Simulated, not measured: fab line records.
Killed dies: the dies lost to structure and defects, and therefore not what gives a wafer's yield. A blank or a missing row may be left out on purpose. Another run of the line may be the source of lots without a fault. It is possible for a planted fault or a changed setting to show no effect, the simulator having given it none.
Which of the tools did it? :: flow gf180mcu :: Sampling: 6 lots, 18 wafers, 2 of 602 route steps

WHAT EACH GAUGE READ, for each wafer
GF_HV_LDD_RS_MEAS_53: uses a four-point probe to measure.
lot: L524
measured: day 13 02:32
on: film metro-03
HV_LDD_RS (ohm/sq): 419.1 417.7 418.9

lot: L528
measured: day 14 17:27
on: film metro-01
HV_LDD_RS (ohm/sq): 418.1 418.1 418.2

lot: L531
measured: day 15 18:19
on: film metro-01
HV_LDD_RS (ohm/sq): 419.2 419.0 418.3

lot: L538
measured: day 17 17:39
on: film metro-03
HV_LDD_RS (ohm/sq): 407.8 408.2 407.6

lot: L541
measured: day 18 23:16
on: film metro-03
HV_LDD_RS (ohm/sq): 418.2 420.4 418.2

lot: L543
measured: day 19 10:28
on: film metro-04
HV_LDD_RS (ohm/sq): 418.4 418.1 417.5

WHICH TOOL RAN EACH LOT (tool, then ch and the chambers of the sampled wafers, then the start)
lot: L524
GF_HV_LDD_IMPLANT_36: implanter-03 ch 0, day 12 05:55

lot: L528
GF_HV_LDD_IMPLANT_36: implanter-03 ch 0, day 13 20:32

lot: L531
GF_HV_LDD_IMPLANT_36: implanter-03 ch 0, day 14 20:03

lot: L538
GF_HV_LDD_IMPLANT_36: implanter-02 ch 0, day 16 18:17

lot: L541
GF_HV_LDD_IMPLANT_36: implanter-03 ch 0, day 17 22:34

lot: L543
GF_HV_LDD_IMPLANT_36: implanter-04 ch 0, day 18 09:35
- GF_HV_LDD_IMPLANT_36

THE ANSWER, worked out from the rows above alone
Rule: what is usual is taken from the lots themselves. The widest of any qualifying gaps counts: lots, ordered by their means at a reading, are off when they make up no more than a third of the lots, leave a main group of 4 or more, and stand apart from it by 3 or more times the standard deviation of that group's means. The tables above print the reading to a certain number of digits; a main group whose means all agree to those digits is not used. Also off: a lot with no number at a reading for which 4 or more lots have one. All remaining lots with rows at the step are treated as sound.
Off: L538, at GF_HV_LDD_RS_MEAS_53 (HV_LDD_RS). For the main group the mean is 418.5 ohm/sq and the standard deviation 0.37.
If a tool, at a process step before that reading, ran all the lots that are off and no sound lot after the first of them, it fits. Those tools and the gauges at GF_HV_LDD_RS_MEAS_53 are tried in the same way. One candidate fits, namely implanter-02 at GF_HV_LDD_IMPLANT_36. It ran no sound lot before its first lot that is off in this sample, so the start can't be narrowed down.

WHAT THE SIMULATOR HAD INSERTED
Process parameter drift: implanter-02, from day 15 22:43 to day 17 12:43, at GF_HV_LDD_IMPLANT_36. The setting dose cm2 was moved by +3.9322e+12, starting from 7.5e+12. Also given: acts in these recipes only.
Shown lots that were struck: L538. The rule above reached the same finding.
